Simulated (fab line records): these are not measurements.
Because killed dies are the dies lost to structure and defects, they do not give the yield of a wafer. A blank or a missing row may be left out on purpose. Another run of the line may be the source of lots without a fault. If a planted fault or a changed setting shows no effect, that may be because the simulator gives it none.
Chamber matching :: flow gf180mcu :: cmp-01 running GF_V5_CMP_04: 4 sister chambers
The step polishes SiO2. 14 wafers are shown with their chamber, then 7 later ones without.

WAFERS, EACH WITH ITS CHAMBER
wafer: L965.1
chamber: 0
motor_current_A (A): 11.7

wafer: L965.2
chamber: 1
motor_current_A (A): 12.7

wafer: L965.6
chamber: 0
motor_current_A (A): 11.3

wafer: L967.3
chamber: 3
motor_current_A (A): 11.8

wafer: L967.4
chamber: 2
motor_current_A (A): 12.5

wafer: L967.5
chamber: 0
motor_current_A (A): 11.8

wafer: L970.1
chamber: 1
motor_current_A (A): 12.6

wafer: L970.2
chamber: 3
motor_current_A (A): 12.4

wafer: L970.6
chamber: 2
motor_current_A (A): 12.9

wafer: L974.2
chamber: 0
motor_current_A (A): 11.3

wafer: L974.4
chamber: 1
motor_current_A (A): 12.7

wafer: L974.5
chamber: 1
motor_current_A (A): 13.1

wafer: L976.1
chamber: 3
motor_current_A (A): 13.1

wafer: L976.4
chamber: 1
motor_current_A (A): 13.5

SIGNATURES, as means of the wafers listed above
reading: motor_current_A
chamber 0: 11.525
chamber 1: 12.920
chamber 2: 12.700
chamber 3: 12.433
scatter within a chamber: 0.413
Rule: for a wafer and a chamber, the distance is found by dividing, reading by reading, the gap between the wafer's reading and the chamber's mean by the reading's scatter, squaring, summing and taking the root. If the next closest chamber is less than 2 further off than the closest, the wafer can't be placed; otherwise it belongs to the closest. How the scatter is found: for the shown wafers, subtract from each reading the mean of its chamber, square and add these, divide the total by (wafers less chambers), then take the root.

WAFERS WITHOUT THEIR CHAMBER
wafer: L976.5
motor_current_A (A): 12.6

wafer: L977.3
motor_current_A (A): 12.4

wafer: L977.4
motor_current_A (A): 13.1

wafer: L977.6
motor_current_A (A): 12.1

wafer: L978.1
motor_current_A (A): 13.7

wafer: L978.2
motor_current_A (A): 12.4

wafer: L978.6
motor_current_A (A): 12.7

THE CHAMBER EACH PASSED THROUGH
wafer: L976.5
from the rows above: can't be placed: 2 or 3 or 1
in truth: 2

wafer: L977.3
from the rows above: can't be placed: 3 or 2 or 1
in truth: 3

wafer: L977.4
from the rows above: can't be placed: 1 or 2 or 3
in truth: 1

wafer: L977.6
from the rows above: can't be placed: 3 or 0 or 2 or 1
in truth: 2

wafer: L978.1
from the rows above: can't be placed: 1 or 2 or 3
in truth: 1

wafer: L978.2
from the rows above: can't be placed: 3 or 2 or 1
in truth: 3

wafer: L978.6
from the rows above: can't be placed: 2 or 1 or 3
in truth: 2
Correctly placed: 0 of 7. Unplaceable from these rows: 7, with the true chamber sitting among the candidates in 7. 0 placed wrongly.
